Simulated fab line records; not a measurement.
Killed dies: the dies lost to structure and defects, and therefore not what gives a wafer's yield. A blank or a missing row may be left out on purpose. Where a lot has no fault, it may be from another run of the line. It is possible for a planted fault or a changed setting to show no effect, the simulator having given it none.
Which tool is to blame? | flow sky130 | 11 lots, 33 wafers sampled, at 2 steps of a route of 708

WHAT THE GAUGES READ, wafer by wafer
SKY_GATE_OXIDE_THK_MEAS_02.
lot  | measured     | on            | GATE_OXIDE_OXIDATION_00_THK (nm)
L210 | day 12 19:47 | film_metro-03 | 10.06 10.11 10.20
L211 | day 13 03:59 | film_metro-02 | 9.97 10.20 10.36
L212 | day 13 12:55 | film_metro-01 | 10.28 10.07 10.31
L214 | day 13 18:21 | film_metro-01 | 10.15 10.36 10.24
L215 | day 14 10:21 | film_metro-03 | 10.22 10.14 10.18
L216 | day 14 16:26 | film_metro-01 | 10.26 10.11 10.16
L224 | day 17 19:41 | film_metro-01 | 9.05 8.96 9.01 8.99 8.99 9.03
L225 | day 18 03:45 | film_metro-03 | 8.71 8.83 8.73 8.75 8.81 8.69
L227 | day 18 12:00 | film_metro-01 | 10.43 10.39 10.33
L229 | day 19 11:46 | film_metro-01 | 10.26 10.15 10.12
L233 | day 20 13:44 | film_metro-03 | 10.28 10.31 10.33

WHICH TOOL RAN EACH LOT (tool, then ch and the chambers of the sampled wafers, then the start)
lot  | SKY_GATE_OXIDE_OXIDATION_01
L210 | furnace-01 ch 0, day 12 18:23
L211 | furnace-02 ch 0, day 13 02:33
L212 | furnace-02 ch 0, day 13 11:30
L214 | furnace-02 ch 0, day 13 16:56
L215 | furnace-01 ch 0, day 14 08:56
L216 | furnace-01 ch 0, day 14 15:02
L224 | furnace-02 ch 0, day 17 18:16
L225 | furnace-02 ch 0, day 18 02:19
L227 | furnace-01 ch 0, day 18 10:35
L229 | furnace-01 ch 0, day 19 10:21
L233 | furnace-02 ch 0, day 20 12:19
- SKY_GATE_OXIDE_OXIDATION_01: stabilise 600 s, purge 300 s, target thk 10.268 nm.

THE ANSWER, worked out from the rows above alone
Rule: the usual values come from the lots themselves. Put in order of their means at a reading, lots are off if they are a third of the lots or fewer, leave a main group of 4 or more, and stand apart from it by a gap of 3 or more times the standard deviation of the main group's means; of several such gaps the widest counts. A main group whose means are all the same, to the digits that the tables above print for the reading, isn't used. A lot without any number at a reading at which 4 lots or more have one is off too. Any other lot the step has rows for is counted as sound.
Off: L224, L225, at SKY_GATE_OXIDE_THK_MEAS_02 (GATE_OXIDE_OXIDATION_00_THK). The main group has a mean of 10.22 nm with a standard deviation of 0.076.
If a tool, at a process step before that reading, ran all the lots that are off and no sound lot after the first of them, it fits. The gauges at SKY_GATE_OXIDE_THK_MEAS_02 are tried like those tools. No candidate that was tried fits.

WHAT THE SIMULATOR PUT IN
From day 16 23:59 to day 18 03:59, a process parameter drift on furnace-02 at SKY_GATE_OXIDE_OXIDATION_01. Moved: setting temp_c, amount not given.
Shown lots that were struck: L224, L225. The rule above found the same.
